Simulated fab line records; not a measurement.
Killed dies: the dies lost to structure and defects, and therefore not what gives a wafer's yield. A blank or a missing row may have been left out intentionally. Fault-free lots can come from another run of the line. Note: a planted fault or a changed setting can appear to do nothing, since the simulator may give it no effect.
Which of the tools did it? || flow sky130 || 6 lots, 18 wafers sampled, at 2 steps of a route of 708

## WHAT EACH GAUGE READ, for each wafer
SKY_GATE_OXIDE_THK_MEAS_02.
{"lot": "L852", "measured": "day 14 05:26", "on": "film_metro-01", "GATE_OXIDE_OXIDATION_00_THK (nm)": "10.38 10.26 10.64"}
{"lot": "L857", "measured": "day 15 09:10", "on": "film_metro-02", "GATE_OXIDE_OXIDATION_00_THK (nm)": "10.25 10.18 10.26"}
{"lot": "L859", "measured": "day 16 06:20", "on": "film_metro-02", "GATE_OXIDE_OXIDATION_00_THK (nm)": "10.22 10.32 10.19"}
{"lot": "L864", "measured": "day 17 19:53", "on": "film_metro-02", "GATE_OXIDE_OXIDATION_00_THK (nm)": "12.55 12.56 12.65"}
{"lot": "L867", "measured": "day 18 21:38", "on": "film_metro-02", "GATE_OXIDE_OXIDATION_00_THK (nm)": "10.37 10.34 10.29"}
{"lot": "L873", "measured": "day 20 13:39", "on": "film_metro-02", "GATE_OXIDE_OXIDATION_00_THK (nm)": "10.40 10.26 10.25"}

## WHICH TOOL RAN EACH LOT (tool, then ch and the chambers of the sampled wafers, then the start)
{"lot": "L852", "SKY_GATE_OXIDE_OXIDATION_01": "furnace-01 ch 0, day 14 04:02"}
{"lot": "L857", "SKY_GATE_OXIDE_OXIDATION_01": "furnace-01 ch 0, day 15 07:45"}
{"lot": "L859", "SKY_GATE_OXIDE_OXIDATION_01": "furnace-02 ch 0, day 16 04:55"}
{"lot": "L864", "SKY_GATE_OXIDE_OXIDATION_01": "furnace-01 ch 0, day 17 18:27"}
{"lot": "L867", "SKY_GATE_OXIDE_OXIDATION_01": "furnace-02 ch 0, day 18 20:13"}
{"lot": "L873", "SKY_GATE_OXIDE_OXIDATION_01": "furnace-02 ch 0, day 20 12:14"}
- SKY_GATE_OXIDE_OXIDATION_01: stabilise 600 s, purge 300 s, target thk 10.268 nm.

## THE ANSWER, worked out from the rows above alone
Rule: the usual values come from the lots themselves. Put in order of their means at a reading, lots are off if they are a third of the lots or fewer, leave a main group of 4 or more, and stand apart from it by a gap of 3 or more times the standard deviation of the main group's means; of several such gaps the widest counts. A main group is skipped when, at the precision printed for the reading in the tables above, its means are all equal. A lot without any number at a reading at which 4 lots or more have one is off too. Any other lot the step has rows for is counted as sound.
Off: L864, seen at SKY_GATE_OXIDE_THK_MEAS_02 (GATE_OXIDE_OXIDATION_00_THK). The main group: mean 10.31 nm, standard deviation 0.071.
If a tool, at a process step before that reading, ran all the lots that are off and no sound lot after the first of them, it fits. Gauges at SKY_GATE_OXIDE_THK_MEAS_02: tried the same way as those tools. One candidate fits, namely furnace-01 at SKY_GATE_OXIDE_OXIDATION_01. Its last sound lot is L857 (day 15 07:45), its first lot that is off L864 (day 17 18:27): a fault that began between those two fits.

## WHAT THE SIMULATOR HAD INSERTED
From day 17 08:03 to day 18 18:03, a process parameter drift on furnace-01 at SKY_GATE_OXIDE_OXIDATION_01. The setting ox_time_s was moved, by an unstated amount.
Struck lots among those shown: L864. The rule given above showed the same thing.
